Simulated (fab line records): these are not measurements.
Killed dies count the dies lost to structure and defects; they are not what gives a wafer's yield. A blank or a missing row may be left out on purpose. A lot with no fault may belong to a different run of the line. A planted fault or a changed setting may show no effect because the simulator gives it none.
fab line records	flow sky130	part 1 of 2: steps 1 to 28 of 40
record lots=5	wafers=15	lastDay=50
route steps=708 shown VT_ADJUST_LVTN@108 VT_ADJUST_NCORE@119 VT_ADJUST_HVTR@131 VT_ADJUST_PCH@143
lots with no fault: from the same line, run without faults
startH: start of the lot's first displayed wafer, in hours after the record's first day	waitH: hours elapsed since this lot's preceding step	" repeats the value in the row above	L1.1+2: a row that stands for several wafers	- no value, or no start given	* or withheld: withheld	< > ~ a bound
route shown NAME@n: NAME is a module with steps in the file, n the number in the route of the first one	usual: mean/standard deviation taken from wafers without a fault	same: alike in all rows	chamber/n: place in a boat	sites: each site's reading	_std_site: standard deviation across them	_edge_site: inner sites' mean taken away from outer sites' mean	radiusMm: how far each site lies from the wafer's centre	mask NAME#n: copy n	behind: the most recent tool/chamber to have shaped the wafer	hold: why the lot was held/for how many hours/how that ended	device: transistor that didn't switch, given as n, p or np	end of line: the tests these same wafers got at the end of their route	a step given without rows: its recipe and nothing more	killed: dies lost to structure and defects at the first sort, not the wafer's yield	map: a wafer's dies, marking killed ones x, the rest . and places with no die _
set.NAME: the run value of the setting; set.NAME@STEP: its run value at that earlier step	model.NAME: the simulator's own value behind a step, which no gauge read
certain route steps with their lots: each step a table, each wafer a row
services: when a tool's chamber went out of use (startH, in hours from the record's first day, below 0 if earlier), for how many hours, and the reason
## steps
# step SKY_VT_ADJUST_LVTN_DEHYDRATE_11
# recipe tempC=200	timeS=60
lot.wafer	tool	chamber	startH	waitH
L076.2+3+6	lithoTrack-02	0	196.03	10.3
L082.1+5+6	lithoTrack-01	0	229.15	10.6
L087.4+5+6	lithoTrack-04	0	238.67	10.8
L092.2+3+6	lithoTrack-04	0	276.17	11.3
L097.3+4+5	lithoTrack-04	0	306.40	11.3
# step SKY_VT_ADJUST_LVTN_HMDS_12
# recipe primeTimeS=60	primeTempC=120
# usual primeTempC=120.01/0.12
lot.wafer	tool	chamber	startH	waitH	primeTempC
L076.2	lithoTrack-02	0	196.18	0.1	119.94
L076.3	"	0	"	"	120.06
L076.6	"	0	"	"	119.86
L082.1	lithoTrack-01	0	229.30	0.1	120.19
L082.5	"	0	"	"	119.89
L082.6	"	0	"	"	120.04
L087.4	lithoTrack-04	0	238.82	0.1	119.95
L087.5	"	0	"	"	120.06
L087.6	"	0	"	"	120.11
L092.2	lithoTrack-04	0	276.32	0.1	119.93
L092.3	"	0	"	"	120.07
L092.6	"	0	"	"	120.00
L097.3	lithoTrack-04	0	306.55	0.1	119.93
L097.4	"	0	"	"	120.06
L097.5	"	0	"	"	120.22
# step SKY_VT_ADJUST_LVTN_COAT_13
# recipe resist=NOVOLAK	spinRpm=3000	resistThkNm=1140
# usual dispensePressureKPa=49.8/1.8
lot.wafer	tool	chamber	startH	waitH	dispensePressureKPa
L076.2	lithoTrack-02	0	196.33	0.1	46.3
L076.3	"	0	"	"	46.3
L076.6	"	0	"	"	46.3
L082.1	lithoTrack-01	0	229.45	0.1	51.2
L082.5	"	0	"	"	51.2
L082.6	"	0	"	"	51.2
L087.4	lithoTrack-04	0	238.97	0.1	50.4
L087.5	"	0	"	"	50.5
L087.6	"	0	"	"	50.5
L092.2	lithoTrack-04	0	276.47	0.1	50.5
L092.3	"	0	"	"	50.5
L092.6	"	0	"	"	50.4
L097.3	lithoTrack-04	0	306.70	0.1	50.5
L097.4	"	0	"	"	50.5
L097.5	"	0	"	"	50.5
# step SKY_VT_ADJUST_LVTN_SOFTBAKE_14
# recipe tempC=90	timeS=60	resist=NOVOLAK
lot.wafer	tool	chamber	startH	waitH
L076.2+3+6	lithoTrack-02	0	196.48	0.1
L082.1+5+6	lithoTrack-01	0	229.60	0.1
L087.4+5+6	lithoTrack-04	0	239.12	0.1
L092.2+3+6	lithoTrack-04	0	276.62	0.1
L097.3+4+5	lithoTrack-04	0	306.85	0.1
# step SKY_VT_ADJUST_LVTN_EXPOSE_15
# recipe maskId=HVN_STD_DERIVED	na=0.6	sourceShape=conventional	sigmaOuter=0.6	polarization=unpolarized	targetCdNm=600	doseMj=163
# usual stageVelMmS=500.04/0.27
lot.wafer	tool	chamber	startH	waitH	mask	stageVelMmS
L076.2	ilineStepper-01	0	-	-	HVN_STD_DERIVED#0	500.20
L076.3	"	0	"	"	HVN_STD_DERIVED#0	499.97
L076.6	"	0	"	"	HVN_STD_DERIVED#0	500.36
L082.1	ilineStepper-01	0	-	-	HVN_STD_DERIVED#0	500.22
L082.5	"	0	"	"	HVN_STD_DERIVED#0	500.28
L082.6	"	0	"	"	HVN_STD_DERIVED#0	500.19
L087.4	ilineStepper-01	0	-	-	HVN_STD_DERIVED#0	499.72
L087.5	"	0	"	"	HVN_STD_DERIVED#0	500.10
L087.6	"	0	"	"	HVN_STD_DERIVED#0	500.20
L092.2	ilineStepper-02	0	-	-	HVN_STD_DERIVED#0	500.21
L092.3	"	0	"	"	HVN_STD_DERIVED#0	500.31
L092.6	"	0	"	"	HVN_STD_DERIVED#0	499.96
L097.3	ilineStepper-01	0	-	-	HVN_STD_DERIVED#0	500.35
L097.4	"	0	"	"	HVN_STD_DERIVED#0	499.95
L097.5	"	0	"	"	HVN_STD_DERIVED#0	500.14
# step SKY_VT_ADJUST_LVTN_PEB_16
# recipe tempC=withheld	timeS=*	resist=NOVOLAK
lot.wafer	tool	chamber	startH	waitH
L076.2+3+6	lithoTrack-04	0	-	-
L082.1+5+6	lithoTrack-01	0	-	-
L087.4+5+6	lithoTrack-01	0	-	-
L092.2+3+6	lithoTrack-02	0	-	-
L097.3+4+5	lithoTrack-02	0	-	-
# step SKY_VT_ADJUST_LVTN_DEVELOP_17
# recipe resist=NOVOLAK	developer=TMAH	developTimeS=60	devTempC=23
lot.wafer	tool	chamber	startH	waitH
L076.2+3+6	lithoTrack-04	0	207.42	0.1
L082.1+5+6	lithoTrack-01	0	241.35	0.1
L087.4+5+6	lithoTrack-01	0	249.93	0.1
L092.2+3+6	lithoTrack-02	0	288.78	0.1
L097.3+4+5	lithoTrack-02	0	320.20	0.1
# step SKY_VT_ADJUST_LVTN_OVL_MEAS_18
# usual VT_ADJUST_LVTN_01_OVL=1.1/1.6
lot.wafer	tool	chamber	startH	waitH	VT_ADJUST_LVTN_01_OVL[nm]
L076.2	overlay-01	-	207.55	0.1	3.1
L076.3	"	-	"	"	3.6
L076.6	"	-	"	"	0.6
L082.1	overlay-02	-	241.50	0.1	-1.3
L082.5	"	-	"	"	-0.2
L082.6	"	-	"	"	-0.2
L087.4	overlay-02	-	250.02	0.1	1.1
L087.5	"	-	"	"	1.9
L087.6	"	-	"	"	2.0
L092.2	overlay-01	-	288.91	0.1	3.2
L092.3	"	-	"	"	1.3
L092.6	"	-	"	"	1.2
L097.3	overlay-02	-	320.32	0.1	0.8
L097.4	"	-	"	"	1.2
L097.5	"	-	"	"	1.3
# step SKY_VT_ADJUST_LVTN_IMPLANT_19
# recipe species=B	energyKev=30	doseCm2=6.5e+11	tiltDeg=withheld
# usual beamOnS=10.00/0.2
lot.wafer	tool	chamber	startH	waitH	beamOnS
L076.2	implanter-03	0	207.61	0.0	9.84
L076.3	"	0	"	"	9.95
L076.6	"	0	"	"	10.23
L082.1	implanter-03	0	241.54	0.0	9.88
L082.5	"	0	"	"	9.99
L082.6	"	0	"	"	9.89
L087.4	implanter-03	0	250.11	0.1	9.87
L087.5	"	0	"	"	9.76
L087.6	"	0	"	"	9.52
L092.2	implanter-03	0	288.97	0.0	10.32
L092.3	"	0	"	"	9.98
L092.6	"	0	"	"	10.19
L097.3	implanter-03	0	320.39	0.1	9.72
L097.4	"	0	"	"	9.69
L097.5	"	0	"	"	9.85
# step SKY_VT_ADJUST_LVTN_STRIP_20
# recipe chemistry=O2/N2	powerW=1400	pressureMtorr=1500	platenTempC=withheld	o2FlowSccm=3000	n2FlowSccm=300	overashFraction=0.5
# usual drypumpMotorCurrentA=5.6/0.55	oesProductAu=0.715/0.0046	stripTimeToEndpointS=14.18/0.043
lot.wafer	tool	chamber	startH	waitH	drypumpMotorCurrentA	oesProductAu	rfHoursCounterH	stripTimeToEndpointS
L076.2	plasmaAsher-02	1	207.73	0.1	5.8	0.710	8	14.20
L076.3	"	1	"	"	5.9	0.711	-	14.20
L076.6	"	0	"	"	4.7	0.711	-	14.16
L082.1	plasmaAsher-02	1	241.69	0.1	5.9	0.718	11	14.18
L082.5	"	0	"	"	4.7	0.714	-	14.24
L082.6	"	1	"	"	5.9	0.712	-	14.20
L087.4	plasmaAsher-01	0	250.22	0.1	5.2	0.708	-	14.24
L087.5	"	0	"	"	5.2	0.710	-	14.23
L087.6	"	1	"	"	6.2	0.718	-	14.22
L092.2	plasmaAsher-02	0	289.09	0.1	4.8	0.717	16	14.17
L092.3	"	1	"	"	5.9	0.714	-	14.21
L092.6	"	0	"	"	4.7	0.727	-	14.19
L097.3	plasmaAsher-02	1	320.52	0.1	5.9	0.721	-	14.14
L097.4	"	0	"	"	4.7	0.722	-	14.16
L097.5	"	0	"	"	4.8	0.714	-	14.13
# step SKY_VT_ADJUST_LVTN_TW_MEAS_21
# usual VT_ADJUST_LVTN_2_TW=189.5/1.5
lot.wafer	tool	chamber	startH	waitH	VT_ADJUST_LVTN_2_TW
L076.2	filmMetro-01	-	207.84	0.1	189.7
L076.3	"	-	"	"	190.7
L076.6	"	-	"	"	190.0
L082.1	filmMetro-01	-	241.79	0.1	190.9
L082.5	"	-	"	"	190.2
L082.6	"	-	"	"	189.0
L087.4	filmMetro-04	-	250.32	0.1	193.1
L087.5	"	-	"	"	191.9
L087.6	"	-	"	"	192.3
L092.2	filmMetro-04	-	289.20	0.1	188.8
L092.3	"	-	"	"	187.8
L092.6	"	-	"	"	188.9
L097.3	filmMetro-02	-	320.61	0.1	187.7
L097.4	"	-	"	"	188.3
L097.5	"	-	"	"	188.5
# step SKY_VT_ADJUST_NCORE_DEHYDRATE_00
# recipe tempC=200	timeS=60
lot.wafer	tool	chamber	startH	waitH
L076.2+3+6	lithoTrack-01	0	218.33	10.5
L082.1+5+6	lithoTrack-03	0	251.74	9.9
L087.4+5+6	lithoTrack-02	0	262.23	11.9
L092.2+3+6	lithoTrack-02	0	300.93	11.7
L097.3+4+5	lithoTrack-02	0	333.10	12.5
# step SKY_VT_ADJUST_NCORE_HMDS_01
# recipe primeTimeS=60	primeTempC=120
# usual primeTempC=120.01/0.15
lot.wafer	tool	chamber	startH	waitH	primeTempC
L076.2	lithoTrack-01	0	218.48	0.1	120.03
L076.3	"	0	"	"	120.04
L076.6	"	0	"	"	119.84
L082.1	lithoTrack-03	0	251.89	0.1	119.96
L082.5	"	0	"	"	120.02
L082.6	"	0	"	"	119.85
L087.4	lithoTrack-02	0	262.38	0.1	119.90
L087.5	"	0	"	"	120.05
L087.6	"	0	"	"	119.92
L092.2	lithoTrack-02	0	301.08	0.1	120.10
L092.3	"	0	"	"	120.20
L092.6	"	0	"	"	120.14
L097.3	lithoTrack-02	0	333.25	0.1	119.66
L097.4	"	0	"	"	119.99
L097.5	"	0	"	"	119.94
# step SKY_VT_ADJUST_NCORE_COAT_02
# recipe resist=NOVOLAK	spinRpm=3000	resistThkNm=1140
# usual dispensePressureKPa=49.2/2
lot.wafer	tool	chamber	startH	waitH	dispensePressureKPa
L076.2	lithoTrack-01	0	218.63	0.1	51.2
L076.3	"	0	"	"	51.2
L076.6	"	0	"	"	51.2
L082.1	lithoTrack-03	0	252.04	0.1	49.7
L082.5	"	0	"	"	49.7
L082.6	"	0	"	"	49.7
L087.4	lithoTrack-02	0	262.53	0.1	46.3
L087.5	"	0	"	"	46.3
L087.6	"	0	"	"	46.3
L092.2	lithoTrack-02	0	301.23	0.1	46.2
L092.3	"	0	"	"	46.3
L092.6	"	0	"	"	46.2
L097.3	lithoTrack-02	0	333.40	0.1	46.3
L097.4	"	0	"	"	46.3
L097.5	"	0	"	"	46.3
# step SKY_VT_ADJUST_NCORE_SOFTBAKE_03
# recipe tempC=90	timeS=60	resist=NOVOLAK
lot.wafer	tool	chamber	startH	waitH
L076.2+3+6	lithoTrack-01	0	218.78	0.1
L082.1+5+6	lithoTrack-03	0	252.19	0.1
L087.4+5+6	lithoTrack-02	0	262.68	0.1
L092.2+3+6	lithoTrack-02	0	301.38	0.1
L097.3+4+5	lithoTrack-02	0	333.55	0.1
# step SKY_VT_ADJUST_NCORE_EXPOSE_04
# recipe maskId=LVTN_COMPLEMENT_THIN	na=0.6	sourceShape=conventional	sigmaOuter=0.6	polarization=unpolarized	targetCdNm=380	doseMj=139
# usual stageVelMmS=499.99/0.23
lot.wafer	tool	chamber	startH	waitH	mask	stageVelMmS
L076.2	ilineStepper-02	0	-	-	LVTN_COMPLEMENT_THIN#0	499.86
L076.3	"	0	"	"	LVTN_COMPLEMENT_THIN#0	499.92
L076.6	"	0	"	"	LVTN_COMPLEMENT_THIN#0	500.23
L082.1	ilineStepper-01	0	-	-	LVTN_COMPLEMENT_THIN#0	499.93
L082.5	"	0	"	"	LVTN_COMPLEMENT_THIN#0	499.85
L082.6	"	0	"	"	LVTN_COMPLEMENT_THIN#0	499.74
L087.4	ilineStepper-02	0	-	-	LVTN_COMPLEMENT_THIN#0	499.72
L087.5	"	0	"	"	LVTN_COMPLEMENT_THIN#0	499.59
L087.6	"	0	"	"	LVTN_COMPLEMENT_THIN#0	499.60
L092.2	ilineStepper-02	0	-	-	LVTN_COMPLEMENT_THIN#0	500.35
L092.3	"	0	"	"	LVTN_COMPLEMENT_THIN#0	500.37
L092.6	"	0	"	"	LVTN_COMPLEMENT_THIN#0	500.07
L097.3	ilineStepper-02	0	-	-	LVTN_COMPLEMENT_THIN#0	500.00
L097.4	"	0	"	"	LVTN_COMPLEMENT_THIN#0	499.76
L097.5	"	0	"	"	LVTN_COMPLEMENT_THIN#0	499.96
# step SKY_VT_ADJUST_NCORE_PEB_05
# recipe tempC=withheld	timeS=*	resist=NOVOLAK
lot.wafer	tool	chamber	startH	waitH
L076.2+3+6	lithoTrack-03	0	-	-
L082.1+5+6	lithoTrack-02	0	-	-
L087.4+5+6	lithoTrack-03	0	-	-
L092.2+3+6	lithoTrack-03	0	-	-
L097.3+4+5	lithoTrack-02	0	-	-
# step SKY_VT_ADJUST_NCORE_DEVELOP_06
# recipe resist=NOVOLAK	developer=TMAH	developTimeS=60	devTempC=23
lot.wafer	tool	chamber	startH	waitH
L076.2+3+6	lithoTrack-03	0	229.52	0.1
L082.1+5+6	lithoTrack-02	0	264.30	0.1
L087.4+5+6	lithoTrack-03	0	274.57	0.1
L092.2+3+6	lithoTrack-03	0	314.17	0.1
L097.3+4+5	lithoTrack-02	0	347.20	0.1
# step SKY_VT_ADJUST_NCORE_CD_MEAS_07
# recipe targetCdNm=380
# usual cdNm=380.4/2.2
lot.wafer	tool	chamber	startH	waitH	cdNm
L076.2	cdSem-02	-	229.66	0.1	382.0
L076.3	"	-	"	"	381.7
L076.6	"	-	"	"	381.5
L082.1	cdSem-01	-	264.45	0.1	382.7
L082.5	"	-	"	"	380.6
L082.6	"	-	"	"	382.7
L087.4	cdSem-01	-	274.70	0.1	382.7
L087.5	"	-	"	"	381.1
L087.6	"	-	"	"	382.4
L092.2	cdSem-02	-	314.31	0.1	379.0
L092.3	"	-	"	"	379.6
L092.6	"	-	"	"	377.6
L097.3	cdSem-01	-	347.34	0.1	381.5
L097.4	"	-	"	"	382.0
L097.5	"	-	"	"	382.5
# step SKY_VT_ADJUST_NCORE_OVL_MEAS_08
# usual VT_ADJUST_NCORE_OVL=-0.7/1.5
lot.wafer	tool	chamber	startH	waitH	VT_ADJUST_NCORE_OVL[nm]
L076.2	overlay-01	-	229.77	0.1	-0.6
L076.3	"	-	"	"	-1.2
L076.6	"	-	"	"	-0.4
L082.1	overlay-01	-	264.57	0.1	2.2
L082.5	"	-	"	"	0.1
L082.6	"	-	"	"	1.6
L087.4	overlay-01	-	274.78	0.1	-3.5
L087.5	"	-	"	"	-4.3
L087.6	"	-	"	"	-2.3
L092.2	overlay-02	-	314.42	0.1	-3.4
L092.3	"	-	"	"	-1.3
L092.6	"	-	"	"	-2.5
L097.3	overlay-02	-	347.44	0.1	-1.2
L097.4	"	-	"	"	-1.8
L097.5	"	-	"	"	-1.6
# step SKY_VT_ADJUST_NCORE_IMPLANT_09
# recipe species=B	energyKev=10	doseCm2=2.4e+12	tiltDeg=withheld
# usual beamOnS=10.01/0.19
lot.wafer	tool	chamber	startH	waitH	beamOnS
L076.2	implanter-01	0	229.83	0.0	10.09
L076.3	"	0	"	"	9.99
L076.6	"	0	"	"	9.84
L082.1	implanter-03	0	264.74	0.2	9.72
L082.5	"	0	"	"	9.93
L082.6	"	0	"	"	9.68
L087.4	implanter-03	0	274.91	0.1	9.73
L087.5	"	0	"	"	9.91
L087.6	"	0	"	"	10.14
L092.2	implanter-02	0	314.47	0.0	9.86
L092.3	"	0	"	"	9.77
L092.6	"	0	"	"	9.78
L097.3	implanter-01	0	347.51	0.1	9.92
L097.4	"	0	"	"	10.14
L097.5	"	0	"	"	10.13
# step SKY_VT_ADJUST_NCORE_STRIP_10
# recipe chemistry=O2/N2	powerW=1400	pressureMtorr=1500	platenTempC=withheld	o2FlowSccm=3000	n2FlowSccm=300	overashFraction=0.5
# usual drypumpMotorCurrentA=5.7/0.51	oesProductAu=0.716/0.0044	stripTimeToEndpointS=14.18/0.043
lot.wafer	tool	chamber	startH	waitH	drypumpMotorCurrentA	oesProductAu	rfHoursCounterH	stripTimeToEndpointS
L076.2	plasmaAsher-03	1	229.95	0.1	5.6	0.717	42	14.14
L076.3	"	0	"	"	6.1	0.718	-	14.17
L076.6	"	1	"	"	5.6	0.716	-	14.18
L082.1	plasmaAsher-03	0	264.89	0.1	6.2	0.716	45	14.19
L082.5	"	1	"	"	5.6	0.719	-	14.22
L082.6	"	0	"	"	6.1	0.721	-	14.20
L087.4	plasmaAsher-01	1	275.01	0.1	6.2	0.712	-	14.12
L087.5	"	0	"	"	5.3	0.712	-	14.15
L087.6	"	1	"	"	6.3	0.720	-	14.11
L092.2	plasmaAsher-02	0	314.60	0.1	4.8	0.709	19	14.13
L092.3	"	0	"	"	4.8	0.720	-	14.14
L092.6	"	1	"	"	5.9	0.708	-	14.17
L097.3	plasmaAsher-03	0	347.64	0.1	6.1	0.712	-	14.18
L097.4	"	1	"	"	5.6	0.719	-	14.20
L097.5	"	0	"	"	6.1	0.715	-	14.14
# step SKY_VT_ADJUST_NCORE_TW_MEAS_11
# usual VT_ADJUST_NCORE_TW=220.5/1.9
lot.wafer	tool	chamber	startH	waitH	VT_ADJUST_NCORE_TW
L076.2	filmMetro-04	-	230.06	0.1	223.7
L076.3	"	-	"	"	224.1
L076.6	"	-	"	"	223.7
L082.1	filmMetro-04	-	264.99	0.1	220.1
L082.5	"	-	"	"	218.7
L082.6	"	-	"	"	219.6
L087.4	filmMetro-03	-	275.11	0.1	219.7
L087.5	"	-	"	"	217.9
L087.6	"	-	"	"	218.3
L092.2	filmMetro-04	-	314.71	0.1	221.3
L092.3	"	-	"	"	221.2
L092.6	"	-	"	"	219.7
L097.3	filmMetro-03	-	347.73	0.1	218.5
L097.4	"	-	"	"	218.2
L097.5	"	-	"	"	218.0
# step SKY_VT_ADJUST_HVTR_DEHYDRATE_00
# recipe tempC=200	timeS=60
lot.wafer	tool	chamber	startH	waitH
L076.2+3+6	lithoTrack-03	0	241.17	11.1
L082.1+5+6	lithoTrack-01	0	276.30	11.3
L087.4+5+6	lithoTrack-03	0	287.17	12.0
L092.2+3+6	lithoTrack-01	0	326.98	12.3
L097.3+4+5	lithoTrack-04	0	360.50	12.8
# step SKY_VT_ADJUST_HVTR_HMDS_01
# recipe primeTimeS=60	primeTempC=120
# usual primeTempC=120.00/0.13
lot.wafer	tool	chamber	startH	waitH	primeTempC
L076.2	lithoTrack-03	0	241.32	0.1	120.11
L076.3	"	0	"	"	120.20
L076.6	"	0	"	"	120.13
L082.1	lithoTrack-01	0	276.45	0.1	119.77
L082.5	"	0	"	"	119.75
L082.6	"	0	"	"	119.99
L087.4	lithoTrack-03	0	287.32	0.1	120.08
L087.5	"	0	"	"	120.14
L087.6	"	0	"	"	119.96
L092.2	lithoTrack-01	0	327.13	0.1	119.77
L092.3	"	0	"	"	119.95
L092.6	"	0	"	"	119.89
L097.3	lithoTrack-04	0	360.65	0.1	119.88
L097.4	"	0	"	"	119.90
L097.5	"	0	"	"	119.77
# step SKY_VT_ADJUST_HVTR_COAT_02
# recipe resist=NOVOLAK	spinRpm=3000	resistThkNm=1140
# usual dispensePressureKPa=50.5/0.62
lot.wafer	tool	chamber	startH	waitH	dispensePressureKPa
L076.2	lithoTrack-03	0	241.47	0.1	49.7
L076.3	"	0	"	"	49.7
L076.6	"	0	"	"	49.7
L082.1	lithoTrack-01	0	276.60	0.1	51.2
L082.5	"	0	"	"	51.2
L082.6	"	0	"	"	51.2
L087.4	lithoTrack-03	0	287.47	0.1	49.7
L087.5	"	0	"	"	49.7
L087.6	"	0	"	"	49.7
L092.2	lithoTrack-01	0	327.28	0.1	51.2
L092.3	"	0	"	"	51.3
L092.6	"	0	"	"	51.2
L097.3	lithoTrack-04	0	360.80	0.1	50.5
L097.4	"	0	"	"	50.5
L097.5	"	0	"	"	50.5
# step SKY_VT_ADJUST_HVTR_SOFTBAKE_03
# recipe tempC=90	timeS=60	resist=NOVOLAK
lot.wafer	tool	chamber	startH	waitH
L076.2+3+6	lithoTrack-03	0	241.62	0.1
L082.1+5+6	lithoTrack-01	0	276.75	0.1
L087.4+5+6	lithoTrack-03	0	287.62	0.1
L092.2+3+6	lithoTrack-01	0	327.43	0.1
L097.3+4+5	lithoTrack-04	0	360.95	0.1
# step SKY_VT_ADJUST_HVTR_EXPOSE_04
# recipe maskId=HVTRM	targetCdNm=380	na=0.6	sourceShape=conventional	sigmaOuter=0.6	doseMj=150
# usual stageVelMmS=500.00/0.25
lot.wafer	tool	chamber	startH	waitH	mask	stageVelMmS
L076.2	ilineStepper-01	0	-	-	HVTRM#0	500.20
L076.3	"	0	"	"	HVTRM#0	500.15
L076.6	"	0	"	"	HVTRM#0	500.48
L082.1	ilineStepper-01	0	-	-	HVTRM#0	500.44
L082.5	"	0	"	"	HVTRM#0	500.19
L082.6	"	0	"	"	HVTRM#0	500.24
L087.4	ilineStepper-02	0	-	-	HVTRM#0	500.25
L087.5	"	0	"	"	HVTRM#0	500.15
L087.6	"	0	"	"	HVTRM#0	500.21
L092.2	ilineStepper-01	0	-	-	HVTRM#0	499.65
L092.3	"	0	"	"	HVTRM#0	499.55
L092.6	"	0	"	"	HVTRM#0	499.61
L097.3	ilineStepper-01	0	-	-	HVTRM#0	500.00
L097.4	"	0	"	"	HVTRM#0	500.14
L097.5	"	0	"	"	HVTRM#0	500.10
